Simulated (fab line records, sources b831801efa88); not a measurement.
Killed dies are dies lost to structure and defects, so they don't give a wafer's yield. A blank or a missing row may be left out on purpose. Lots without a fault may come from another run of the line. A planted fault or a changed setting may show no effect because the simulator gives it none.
fab line records | flow sfq_line
record lots=14 wafers=42 last_day=95
route steps=325 shown JJ@196 M5@205
lots that met no fault: from a run of the same line without faults
start_h: hours from the record's first day to the start of the lot's first wafer shown | wait_h: hours since the lot's step before | " the same as in the row above | L1.1+2: a row that stands for several wafers | - no value, or no start given | * or withheld: withheld | < > ~ a bound
route shown NAME@n: a module of which the file shows steps, and the number in the route of the first | usual: mean/standard deviation of fault-free wafers | same: alike in all rows | chamber/n: place in a boat | sites: the reading at each site | _std_site: their standard deviation | _edge_site: outer sites' mean less inner sites' | radius_mm: how far each site lies from the wafer's centre | mask NAME#n: copy n | behind: the tool/chamber that last shaped the wafer | hold: why the lot was held/for how many hours/how that ended | device: the transistor (n, p or np) that didn't switch | end of line: the same wafers' tests at the end of the route | a step without rows: its recipe alone | killed: dies lost to structure and defects at the first sort, not the wafer's yield | map: a wafer's dies, x killed, . not, _ none there
set.NAME: the setting as run; set.NAME@STEP: as run at that earlier step | model.NAME: the simulator's own value behind a step, which no gauge read
steps of the route over a sample of lots; a table a step, a row a wafer
services: from which hour (start_h, from the record's first day; less than 0 if before it) a tool's chamber was out of use, for how many hours, and why
## steps
# step SFQ_TRILAYER_JJ_CE_STRIP_STRIP_120
# recipe gas=O2 power_w=200 platen_temp_c=40 overash_fraction=0.65 chemistry=O2 pressure_mtorr=50
# usual chamber_pressure_mTorr=50.00/0.049 drypump_motor_current_A=5.6/0.41 oes_product_au=1.006/0.012 platen_temp_c=40.00/0.11
# columns lot.wafer tool chamber start_h wait_h chamber_pressure_mTorr drypump_motor_current_A oes_product_au platen_temp_c rf_hours_counter_h
L847.1 rie_metal-01 1 1413.82 0.0 50.02 5.3 1.014 39.92 117
L847.4 " 0 " " 50.01 5.4 1.007 40.14 -
L847.5 " 0 " " 50.00 5.4 1.009 40.11 -
L849.1 rie_metal-02 1 1539.20 0.0 50.05 6.4 0.999 40.07 23
L849.4 " 1 " " 50.05 6.5 1.009 39.93 -
L849.6 " 0 " " 50.01 5.3 1.018 40.11 -
L850.1 rie_metal-02 1 1545.20 0.0 50.03 6.4 1.005 39.84 24
L850.3 " 0 " " 50.07 5.3 1.018 40.03 -
L850.5 " 0 " " 49.99 5.3 1.021 39.89 -
L852.4 rie_metal-01 0 1563.53 0.2 50.01 5.4 0.992 39.97 -
L852.5 " 0 " " 50.01 5.4 0.984 39.78 -
L852.6 " 1 " " 49.98 5.4 1.013 39.83 -
L854.3 rie_metal-01 1 1623.90 0.2 50.02 5.3 1.020 40.08 -
L854.4 " 0 " " 50.04 5.4 0.990 40.03 -
L854.6 " 1 " " 50.00 5.4 1.008 40.01 -
L855.2 rie_metal-02 1 1626.20 0.0 50.02 6.5 0.996 39.94 30
L855.5 " 0 " " 49.93 5.3 0.994 40.08 -
L855.6 " 1 " " 50.06 6.5 0.992 40.01 -
L856.2 rie_metal-01 1 1632.10 0.0 50.02 5.4 1.020 40.09 12
L856.3 " 0 " " 49.97 5.4 0.996 40.20 -
L856.6 " 0 " " 49.91 5.4 1.004 40.10 -
L860.1 rie_metal-01 1 1652.15 0.0 - - - - -
L860.2 " 1 " " - - - - -
L860.3 " 1 " " - - - - -
L861.3 rie_metal-03 1 1662.86 0.2 - - - - -
L861.5 " 1 " " - - - - -
L861.6 " 0 " " - - - - -
L862.1 rie_metal-01 0 1668.66 0.0 50.04 5.4 0.990 40.03 80
L862.4 " 0 " " 49.96 5.4 0.995 40.04 -
L862.5 " 1 " " 50.00 5.4 1.017 39.89 -
L865.2 rie_metal-02 0 1690.26 0.0 50.04 5.3 1.002 39.95 85
L865.4 " 1 " " 50.00 6.4 0.981 40.06 -
L865.6 " 0 " " 49.92 5.3 0.995 39.96 -
L867.3 rie_metal-01 1 1695.26 0.2 49.92 5.4 1.015 39.85 -
L867.5 " 0 " " 50.05 5.4 0.987 40.14 -
L867.6 " 1 " " 50.04 5.4 1.013 39.83 -
L869.1 rie_metal-01 0 1703.46 0.0 50.05 5.4 0.991 39.95 85
L869.2 " 1 " " 49.99 5.4 1.009 39.98 22
L869.3 " 1 " " 50.01 5.4 1.027 39.97 -
L870.2 rie_metal-01 1 1704.86 0.2 50.01 5.4 1.035 39.98 -
L870.4 " 1 " " 50.04 5.4 1.011 39.93 -
L870.5 " 1 " " 49.92 5.4 1.026 40.01 -
# step SFQ_TRILAYER_M5_BARC_OPEN_METAL_ETCH_161
# recipe mask_material=PR chemistry=O2 target_depth_nm=125 target=BARC icp_w=600 bias_w=80 pressure_mtorr=10 time_s=41.7
# usual drypump_motor_current_A=5.5/0.38 oes_product_au=0.685/0.0044
# same time_s=41.7
# columns lot.wafer tool chamber start_h wait_h drypump_motor_current_A oes_product_au rf_hours_counter_h
L847.1 rie_metal-01 1 1417.06 0.0 5.4 0.694 117
L847.4 " 0 " " 5.4 0.690 -
L847.5 " 1 " " 5.3 0.687 -
L849.1 rie_metal-04 1 1542.39 0.0 5.2 0.683 26
L849.4 " 1 " " 5.2 0.681 -
L849.6 " 1 " " 5.2 0.681 -
L850.1 rie_metal-04 1 1655.05 0.0 5.2 0.678 40
L850.3 " 1 " " 5.2 0.685 -
L850.5 " 1 " " 5.2 0.682 -
L852.4 rie_metal-02 1 1676.38 0.0 6.4 0.685 -
L852.5 " 1 " " 6.4 0.690 -
L852.6 " 0 " " 5.3 0.682 -
L854.3 rie_metal-02 0 1725.83 0.0 5.3 0.682 -
L854.4 " 1 " " 6.5 0.681 -
L854.6 " 1 " " 6.4 0.681 -
L855.2 rie_metal-02 0 1729.41 0.0 5.3 0.690 91
L855.5 " 0 " " 5.3 0.682 -
L855.6 " 1 " " 6.4 0.692 -
L856.2 rie_metal-04 0 1734.21 0.0 5.3 0.692 45
L856.3 " 0 " " 5.3 0.686 -
L856.6 " 0 " " 5.4 0.687 -
L860.1 rie_metal-01 0 1755.81 0.0 5.4 0.994 88
L860.2 " 1 " " 5.4 1.023 34
L860.3 " 1 " " 5.4 1.021 -
L861.3 rie_metal-01 0 1765.43 0.0 5.4 0.997 -
L861.5 " 0 " " 5.4 0.994 -
L861.6 " 1 " " 5.4 1.011 -
L862.1 rie_metal-01 1 1770.21 0.0 5.4 0.687 37
L862.4 " 0 " " 5.4 0.691 -
L862.5 " 1 " " 5.4 0.679 -
L865.2 rie_metal-01 0 1792.29 0.0 5.4 0.685 95
L865.4 " 1 " " 5.4 0.692 -
L865.6 " 0 " " 5.4 0.687 -
L867.3 rie_metal-02 0 1795.91 0.0 5.3 0.686 -
L867.5 " 0 " " 5.3 0.690 -
L867.6 " 1 " " 6.4 0.683 -
L869.1 rie_metal-02 0 1805.49 0.0 5.3 0.678 102
L869.2 " 1 " " 6.4 0.677 57
L869.3 " 1 " " 6.4 0.693 -
L870.2 rie_metal-01 1 1807.89 0.0 5.4 0.684 43
L870.4 " 0 " " 5.4 0.684 -
L870.5 " 1 " " 5.4 0.680 -
## services
# columns tool chamber start_h hours kind
rie_metal-02 - 1453.42 0.2 repair
rie_metal-03 0 1479.20 11.8 repair
rie_metal-02 - 1504.21 0.7 repair
rie_metal-01 1 1507.11 - clean
rie_metal-01 1 1507.11 - consumable_replace:focus_ring
rie_metal-01 1 1507.11 12.7 scheduled_down
rie_metal-01 1 1507.11 12.7 vent_cycle
rie_metal-01 - 1519.04 4.3 pm
rie_metal-04 0 1538.48 6.0 repair
rie_metal-02 1 1546.70 27.2 repair
rie_metal-01 0 1649.79 3.2 repair
rie_metal-04 0 1668.23 7.6 repair
rie_metal-01 0 1704.13 36.8 repair
rie_metal-03 - 1758.16 2.8 pm
## key
first_sign step=SFQ_TRILAYER_JJ_CE_STRIP_STRIP_120 reading=tool_record direction=missing
effect step=SFQ_TRILAYER_M5_BARC_OPEN_METAL_ETCH_161 reading=oes_product_au direction=up sigmas=74 usual=0.685 struck=1.007
met_at SFQ_TRILAYER_JJ_CE_STRIP_STRIP_120
struck_lots L860,L861
onset_between 1632.10 1652.15
fault kind=skipped_step_whole tool=rie_metal-01,rie_metal-03 chamber=- onset_h=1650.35 steps=SFQ_TRILAYER_JJ_CE_STRIP_STRIP_120 scope=struck_lots_only
